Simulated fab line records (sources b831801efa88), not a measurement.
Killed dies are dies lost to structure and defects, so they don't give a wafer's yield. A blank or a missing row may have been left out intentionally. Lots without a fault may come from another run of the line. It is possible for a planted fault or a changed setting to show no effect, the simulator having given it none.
Which tool is to blame? / flow sky130 / 29 wafers from 10 lots sampled at 5 of the route's 708 steps

## WHAT THE GAUGES READ, wafer by wafer
SKY_CONTACT_RS_MEAS_25: measures by four-point-probe. Usual: for CONTACT_W_RS the level is 0.337 ohm/sq and the standard deviation is 0.0044.
lot=L913; measured=day 32 00:58; on=film metro-02; CONTACT_W_RS (ohm/sq)=0.336 0.335 0.335; flag=
lot=L917; measured=day 32 15:45; on=film metro-03; CONTACT_W_RS (ohm/sq)=0.336 0.332 0.346; flag=
lot=L918; measured=day 33 09:43; on=film metro-02; CONTACT_W_RS (ohm/sq)=0.342 0.433 0.447 0.342 0.434 0.448; flag=OFF
lot=L919; measured=day 33 14:08; on=film metro-01; CONTACT_W_RS (ohm/sq)=0.440 0.449 0.439 0.448; flag=OFF
lot=L920; measured=day 34 01:44; on=film metro-03; CONTACT_W_RS (ohm/sq)=0.336 0.334 0.333; flag=
lot=L928; measured=day 36 15:49; on=film metro-01; CONTACT_W_RS (ohm/sq)=0.337 0.335 0.329; flag=
lot=L929; measured=day 36 23:35; on=film metro-02; CONTACT_W_RS (ohm/sq)=0.339 0.334 0.342; flag=
lot=L930; measured=day 37 03:41; on=film metro-01; CONTACT_W_RS (ohm/sq)=0.338 0.334 0.340; flag=
lot=L935; measured=day 38 11:28; on=film metro-01; CONTACT_W_RS (ohm/sq)=0.333 0.334 0.334; flag=
lot=L936; measured=day 38 18:04; on=film metro-03; CONTACT_W_RS (ohm/sq)=0.336 0.341 0.341; flag=

SKY_CONTACT_THK_MEAS_26: measures by xrf. Usual: for CONTACT_W_THK the level is 344 nm and the standard deviation is 6.4.
lot=L913; measured=day 32 01:05; on=film metro-02; CONTACT_W_THK (nm)=336 341 343; flag=
lot=L917; measured=day 32 15:52; on=film metro-03; CONTACT_W_THK (nm)=348 351 340; flag=
lot=L918; measured=day 33 12:32; on=film metro-02; CONTACT_W_THK (nm)=334 265 256 335 266 256; flag=OFF
lot=L919; measured=day 33 18:29; on=film metro-01; CONTACT_W_THK (nm)=267 262 268 261; flag=OFF
lot=L920; measured=day 34 01:51; on=film metro-03; CONTACT_W_THK (nm)=348 351 353; flag=
lot=L928; measured=day 36 15:56; on=film metro-01; CONTACT_W_THK (nm)=347 346 350; flag=
lot=L929; measured=day 36 23:43; on=film metro-02; CONTACT_W_THK (nm)=337 343 332; flag=
lot=L930; measured=day 37 03:47; on=film metro-01; CONTACT_W_THK (nm)=345 350 340; flag=
lot=L935; measured=day 38 11:35; on=film metro-01; CONTACT_W_THK (nm)=351 354 352; flag=
lot=L936; measured=day 38 18:10; on=film metro-03; CONTACT_W_THK (nm)=347 341 340; flag=

## WHICH TOOL RAN EACH LOT (tool, then ch and the chambers of the sampled wafers, then the start)
lot=L913; SKY_LI_CONTACT_ETCH_15=rie diel-04 ch 0,2,3, day 29 13:47; SKY_CONTACT_STRIP_19=plasma asher-03 ch 0,1, day 32 00:12; SKY_CONTACT_CVD_24=cvd w-01 ch 0,1, day 32 00:52
lot=L917; SKY_LI_CONTACT_ETCH_15=rie diel-04 ch 2,3, day 30 05:41; SKY_CONTACT_STRIP_19=plasma asher-01 ch 0,1, day 32 14:58; SKY_CONTACT_CVD_24=cvd w-02 ch 0,1, day 32 15:37
lot=L918; SKY_LI_CONTACT_ETCH_15=rie diel-02 ch 0,1, day 31 00:14; SKY_CONTACT_STRIP_19=plasma asher-01 ch 0,1, day 33 08:57; SKY_CONTACT_CVD_24=cvd w-02 ch 0,1, day 33 09:37
lot=L919; SKY_LI_CONTACT_ETCH_15=rie diel-03 ch 2, day 31 04:21; SKY_CONTACT_STRIP_19=plasma asher-01 ch 0, day 33 13:19; SKY_CONTACT_CVD_24=cvd w-02 ch 0,1, day 33 14:01
lot=L920; SKY_LI_CONTACT_ETCH_15=rie diel-03 ch 0,1,3, day 31 16:24; SKY_CONTACT_STRIP_19=plasma asher-01 ch 0,1, day 34 00:57; SKY_CONTACT_CVD_24=cvd w-01 ch 0,1, day 34 01:37
lot=L928; SKY_LI_CONTACT_ETCH_15=rie diel-04 ch 1,3, day 34 07:50; SKY_CONTACT_STRIP_19=plasma asher-03 ch 0,1, day 36 15:02; SKY_CONTACT_CVD_24=cvd w-02 ch 0,1, day 36 15:41
lot=L929; SKY_LI_CONTACT_ETCH_15=rie diel-02 ch 2,3, day 34 15:19; SKY_CONTACT_STRIP_19=plasma asher-01 ch 0,1, day 36 22:44; SKY_CONTACT_CVD_24=cvd w-02 ch 0,1, day 36 23:29
lot=L930; SKY_LI_CONTACT_ETCH_15=rie diel-02 ch 0,3, day 34 19:11; SKY_CONTACT_STRIP_19=plasma asher-04 ch 0,1, day 37 02:51; SKY_CONTACT_CVD_24=cvd w-02 ch 0,1, day 37 03:33
lot=L935; SKY_LI_CONTACT_ETCH_15=rie diel-04 ch 0,2,3, day 36 02:52; SKY_CONTACT_STRIP_19=plasma asher-03 ch 0,1, day 38 10:41; SKY_CONTACT_CVD_24=cvd w-01 ch 0,1, day 38 11:21
lot=L936; SKY_LI_CONTACT_ETCH_15=rie diel-03 ch 0,3, day 36 10:04; SKY_CONTACT_STRIP_19=plasma asher-03 ch 0,1, day 38 17:14; SKY_CONTACT_CVD_24=cvd w-02 ch 0,1, day 38 17:56
- SKY_LI_CONTACT_ETCH_15: etches PSG in C4F8/O2/Ar, stops on Si, target depth 600 nm.
- SKY_CONTACT_STRIP_19: strips in O2/N2.
- SKY_CONTACT_CVD_24: deposits W, target thk 340 nm, time 102.12 s.

## WHAT THE TOOLS THEMSELVES READ (means of the sampled wafers that have a number; where no wafer has one, the mark that the record gives instead)
SKY_LI_CONTACT_ETCH_15. Usual: oes product au at 0.837 a.u., with a standard deviation of 0.0047.
lot=L913; tool=rie diel-04; oes product au (a.u.)=0.834; flag=
lot=L917; tool=rie diel-04; oes product au (a.u.)=0.836; flag=
lot=L918; tool=rie diel-02; oes product au (a.u.)=0.832; flag=
lot=L919; tool=rie diel-03; oes product au (a.u.)=0.835; flag=
lot=L920; tool=rie diel-03; oes product au (a.u.)=0.835; flag=
lot=L928; tool=rie diel-04; oes product au (a.u.)=0.835; flag=
lot=L929; tool=rie diel-02; oes product au (a.u.)=0.838; flag=
lot=L930; tool=rie diel-02; oes product au (a.u.)=0.842; flag=
lot=L935; tool=rie diel-04; oes product au (a.u.)=0.835; flag=
lot=L936; tool=rie diel-03; oes product au (a.u.)=0.837; flag=

SKY_CONTACT_STRIP_19. Usual: drypump motor current A 5.53 A, standard deviation 0.26; oes product au 0.382 a.u., standard deviation 0.005; strip time to endpoint s 3.66 s, standard deviation 0.036.
lot=L913; tool=plasma asher-03; drypump motor current A (A)=5.25; oes product au (a.u.)=0.387; strip time to endpoint s (s)=3.68; flag=
lot=L917; tool=plasma asher-01; drypump motor current A (A)=5.67; oes product au (a.u.)=0.381; strip time to endpoint s (s)=3.62; flag=
lot=L918; tool=plasma asher-01; drypump motor current A (A)=5.68; oes product au (a.u.)=0.378; strip time to endpoint s (s)=3.66; flag=
lot=L919; tool=plasma asher-01; drypump motor current A (A)=5.34; oes product au (a.u.)=0.385; strip time to endpoint s (s)=3.62; flag=
lot=L920; tool=plasma asher-01; drypump motor current A (A)=5.66; oes product au (a.u.)=0.384; strip time to endpoint s (s)=3.62; flag=
lot=L928; tool=plasma asher-03; drypump motor current A (A)=5.27; oes product au (a.u.)=0.381; strip time to endpoint s (s)=3.70; flag=
lot=L929; tool=plasma asher-01; drypump motor current A (A)=5.66; oes product au (a.u.)=0.378; strip time to endpoint s (s)=3.64; flag=
lot=L930; tool=plasma asher-04; drypump motor current A (A)=5.81; oes product au (a.u.)=0.384; strip time to endpoint s (s)=3.63; flag=
lot=L935; tool=plasma asher-03; drypump motor current A (A)=5.32; oes product au (a.u.)=0.383; strip time to endpoint s (s)=3.67; flag=
lot=L936; tool=plasma asher-03; drypump motor current A (A)=5.33; oes product au (a.u.)=0.383; strip time to endpoint s (s)=3.67; flag=

SKY_CONTACT_CVD_24. Usual: heater power w at 900 W, with a standard deviation of 130.
lot=L913; tool=cvd w-01; heater power w (W)=999; flag=
lot=L917; tool=cvd w-02; heater power w (W)=791; flag=
lot=L918; tool=cvd w-02; heater power w (W)=785; flag=
lot=L919; tool=cvd w-02; heater power w (W)=795; flag=
lot=L920; tool=cvd w-01; heater power w (W)=1045; flag=
lot=L928; tool=cvd w-02; heater power w (W)=779; flag=
lot=L929; tool=cvd w-02; heater power w (W)=796; flag=
lot=L930; tool=cvd w-02; heater power w (W)=784; flag=
lot=L935; tool=cvd w-01; heater power w (W)=1056; flag=
lot=L936; tool=cvd w-02; heater power w (W)=787; flag=

## THE ANSWER, worked out from the rows above alone
Rule: a lot is off if the mean of its wafers that have a number lies more than 3 standard deviations from the usual mean. A lot without any number at a reading at which 4 lots or more have one is off too. Where the step has rows for the other lots, those lots are counted as sound. Order of review: gauges by route order, followed by the tools' own readings, for which a lot's mean as printed above is used. At the first step where some lot is off, the reading lying furthest off is the one used; lots without a number count as furthest.
Off: L918, L919, at SKY_CONTACT_RS_MEAS_25 (CONTACT_W_RS).
A tool fits if, at a process step before that reading, it ran every lot that is off, and no sound lot after the first of them. Gauges at SKY_CONTACT_RS_MEAS_25: tried the same way as those tools. Not one of the candidates tried fits.

## WHAT HAD BEEN PUT IN BY THE SIMULATOR
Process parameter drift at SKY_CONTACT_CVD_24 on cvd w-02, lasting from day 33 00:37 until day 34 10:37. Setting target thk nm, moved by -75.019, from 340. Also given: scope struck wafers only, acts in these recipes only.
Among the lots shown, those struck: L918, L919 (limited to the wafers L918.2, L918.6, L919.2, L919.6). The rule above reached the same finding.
